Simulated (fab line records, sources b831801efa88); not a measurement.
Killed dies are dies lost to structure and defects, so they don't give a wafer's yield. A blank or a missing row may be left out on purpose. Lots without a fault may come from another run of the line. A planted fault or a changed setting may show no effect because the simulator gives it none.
Which tool did it? | flow sky130 | 12 lots, 36 wafers sampled, at 5 steps of a route of 708

WHAT THE GAUGES READ, wafer by wafer
SKY_FIELD_ISO_THK_MEAS_02. Usual: FIELD_ISO_OXIDATION_00_THK 12.02 nm, standard deviation 0.24.
lot  | measured    | on            | FIELD_ISO_OXIDATION_00_THK (nm) | flag
L957 | day 1 11:38 | film_metro-02 | 11.90 11.78 11.92               |
L958 | day 1 16:38 | film_metro-02 | 11.90 11.92 11.92               |
L959 | day 1 22:21 | film_metro-04 | 11.93 11.88 11.90               |
L960 | day 2 03:56 | film_metro-01 | 11.55 11.66 11.42               |
L961 | day 2 09:38 | film_metro-04 | 11.80 11.72 11.96               |
L962 | day 2 19:26 | film_metro-04 | 11.91 12.08 11.92               |
L963 | day 2 19:29 | film_metro-04 | 12.19 12.08 12.23               |
L964 | day 3 05:21 | film_metro-01 | 12.23 12.11 12.39               |
L965 | day 3 05:25 | film_metro-01 | 11.88 12.04 11.85               |
L966 | day 3 11:17 | film_metro-04 | 10.15 10.08 10.08               | OFF
L967 | day 3 13:38 | film_metro-04 | 12.07 12.33 12.45               |
L968 | day 3 20:28 | film_metro-04 | 9.96 10.06 10.10                | OFF

SKY_NWELL_RS_MEAS_31: measures by four-point-probe. Usual: PWDE_RS 5280 ohm/sq, standard deviation 16.
lot  | measured    | on            | PWDE_RS (ohm/sq) | flag
L957 | day 5 23:01 | film_metro-02 | 5291 5285 5289   |
L958 | day 6 06:14 | film_metro-02 | 5284 5291 5291   |
L959 | day 6 07:42 | film_metro-02 | 5283 5277 5277   |
L960 | day 6 10:55 | film_metro-02 | 5279 5289 5274   |
L961 | day 6 13:05 | film_metro-03 | 5266 5282 5289   |
L962 | day 6 19:08 | film_metro-03 | 5290 5275 5269   |
L963 | day 7 00:16 | film_metro-03 | 5272 5290 5262   |
L964 | day 7 09:18 | film_metro-02 | 5291 5287 5300   |
L965 | day 7 13:18 | film_metro-02 | 5257 5266 5259   |
L966 | day 7 14:40 | film_metro-03 | 5311 5319 5304   |
L967 | day 7 20:08 | film_metro-02 | 5249 5253 5246   |
L968 | day 8 02:18 | film_metro-01 | 5285 5275 5277   |

SKY_VT_ADJUST_NCORE_CD_MEAS_07: target cd 380 nm. Usual: cd_nm 380.9 nm, standard deviation 2.7.
lot  | measured     | on        | cd_nm (nm)        | flag
L957 | day 9 04:07  | cd_sem-02 | 382.8 381.7 380.3 |
L958 | day 9 12:42  | cd_sem-02 | 382.8 382.3 380.4 |
L959 | day 9 14:12  | cd_sem-02 | 385.8 383.7 384.9 |
L960 | day 9 17:34  | cd_sem-01 | 376.3 372.6 376.8 |
L961 | day 9 19:23  | cd_sem-01 | 381.2 384.8 385.1 |
L962 | day 10 03:34 | cd_sem-01 | 385.3 381.8 383.6 |
L963 | day 10 08:11 | cd_sem-02 | 378.3 380.5 379.8 |
L964 | day 10 20:44 | cd_sem-01 | 382.2 381.4 381.3 |
L965 | day 11 00:39 | cd_sem-02 | 378.6 380.1 378.3 |
L966 | day 11 04:44 | cd_sem-02 | 385.5 386.4 387.6 |
L967 | day 11 09:11 | cd_sem-02 | 380.4 380.9 382.3 |
L968 | day 11 16:59 | cd_sem-02 | 380.2 381.5 380.9 |

WHICH TOOL RAN EACH LOT (tool, then ch and the chambers of the sampled wafers, then the start)
lot  | SKY_FIELD_ISO_OXIDATION_01   | SKY_VT_ADJUST_HVTP_STRIP_10
L957 | furnace-02 ch 0, day 1 10:07 | plasma_asher-02 ch 0,1, day 6 17:57
L958 | furnace-01 ch 0, day 1 15:07 | plasma_asher-03 ch 0,1, day 7 01:41
L959 | furnace-01 ch 0, day 1 20:50 | plasma_asher-01 ch 0,1, day 7 02:58
L960 | furnace-01 ch 0, day 2 02:25 | plasma_asher-02 ch 0,1, day 7 05:40
L961 | furnace-01 ch 0, day 2 08:08 | plasma_asher-02 ch 0,1, day 7 07:43
L962 | furnace-01 ch 0, day 2 17:54 | plasma_asher-03 ch 0,1, day 7 13:47
L963 | furnace-01 ch 0, day 2 17:54 | plasma_asher-03 ch 0,1, day 7 18:59
L964 | furnace-01 ch 0, day 3 03:50 | plasma_asher-03 ch 0,1, day 8 04:38
L965 | furnace-01 ch 0, day 3 03:50 | plasma_asher-02 ch 0,1, day 8 07:58
L966 | furnace-01 ch 0, day 3 09:45 | plasma_asher-02 ch 0,1, day 8 10:32
L967 | furnace-02 ch 0, day 3 12:07 | plasma_asher-02 ch 0,1, day 8 16:13
L968 | furnace-01 ch 0, day 3 18:57 | plasma_asher-02 ch 0,1, day 8 22:33
- SKY_FIELD_ISO_OXIDATION_01: stabilise 600 s, purge 300 s, target thk 12 nm.
- SKY_VT_ADJUST_HVTP_STRIP_10: strips in O2/N2.

WHAT THE TOOLS THEMSELVES READ (means of the sampled wafers that have a number; where no wafer has one, the mark that the record gives instead)
SKY_FIELD_ISO_OXIDATION_01. Usual: spike_tc_top_C 908.4 C, standard deviation 1.3; zone_power_bottom_pct 32 %, standard deviation 4.4.
lot  | tool       | spike_tc_top_C (C) | zone_power_bottom_pct (%) | flag
L957 | furnace-02 | 909.5              | 24                        |
L958 | furnace-01 | 907.7              | 34                        |
L959 | furnace-01 | 907.1              | 34                        |
L960 | furnace-01 | 907.3              | 34                        |
L961 | furnace-01 | 907.7              | 34                        |
L962 | furnace-01 | 908.1              | 34                        |
L963 | furnace-01 | 908.7              | 34                        |
L964 | furnace-01 | 908.8              | 34                        |
L965 | furnace-01 | 908.1              | 34                        |
L966 | furnace-01 | 907.9              | 34                        |
L967 | furnace-02 | 909.6              | 24                        |
L968 | furnace-01 | 907.6              | 34                        |

SKY_VT_ADJUST_HVTP_STRIP_10. Usual: drypump_motor_current_A 5.58 A, standard deviation 0.29; oes_product_au 0.716 a.u., standard deviation 0.0046; strip_time_to_endpoint_s 14.17 s, standard deviation 0.043.
lot  | tool            | drypump_motor_current_A (A) | oes_product_au (a.u.) | strip_time_to_endpoint_s (s) | flag
L957 | plasma_asher-02 | 5.43                        | 0.714                 | 14.19                        |
L958 | plasma_asher-03 | 5.45                        | 0.713                 | 14.15                        |
L959 | plasma_asher-01 | 6.00                        | 0.717                 | 14.21                        |
L960 | plasma_asher-02 | 5.41                        | 0.712                 | 14.18                        |
L961 | plasma_asher-02 | 5.41                        | 0.714                 | 14.24                        |
L962 | plasma_asher-03 | 5.45                        | 0.714                 | 14.17                        |
L963 | plasma_asher-03 | 5.44                        | 0.717                 | 14.21                        |
L964 | plasma_asher-03 | 5.43                        | 0.719                 | 14.13                        |
L965 | plasma_asher-02 | 5.45                        | 0.715                 | 14.19                        |
L966 | plasma_asher-02 | 5.40                        | 0.714                 | 14.10                        |
L967 | plasma_asher-02 | 5.44                        | 0.717                 | 14.19                        |
L968 | plasma_asher-02 | 5.40                        | 0.719                 | 14.12                        |

THE ANSWER, worked out from the rows above alone
Rule: a lot is off if the mean of its wafers that have a number lies more than 3 standard deviations from the usual mean. A lot without any number at a reading at which 4 lots or more have one is off too. The other lots that the step has rows for count as sound. The gauges are gone through in route order, then the tools' own readings, and for those a lot's mean is taken as printed above. The first step at which some lot is off is used, and at that step the reading that is off furthest; a lot without a number counts as furthest.
Off: L966, L968, at SKY_FIELD_ISO_THK_MEAS_02 (FIELD_ISO_OXIDATION_00_THK).
A tool fits if, at a process step before that reading, it ran every lot that is off, and no sound lot after the first of them. The gauges at SKY_FIELD_ISO_THK_MEAS_02 are tried like those tools. One fits: furnace-01 at SKY_FIELD_ISO_OXIDATION_01. Its last sound lot is L964 (day 3 03:50), its first lot that is off L966 (day 3 09:45): a fault that began between those two fits.

WHAT THE SIMULATOR HAD PUT IN
Process parameter drift: furnace-01, from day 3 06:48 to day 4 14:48, at SKY_FIELD_ISO_OXIDATION_01. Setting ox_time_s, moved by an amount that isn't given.
Lots struck among those shown: L966, L968. The rule above found the same.
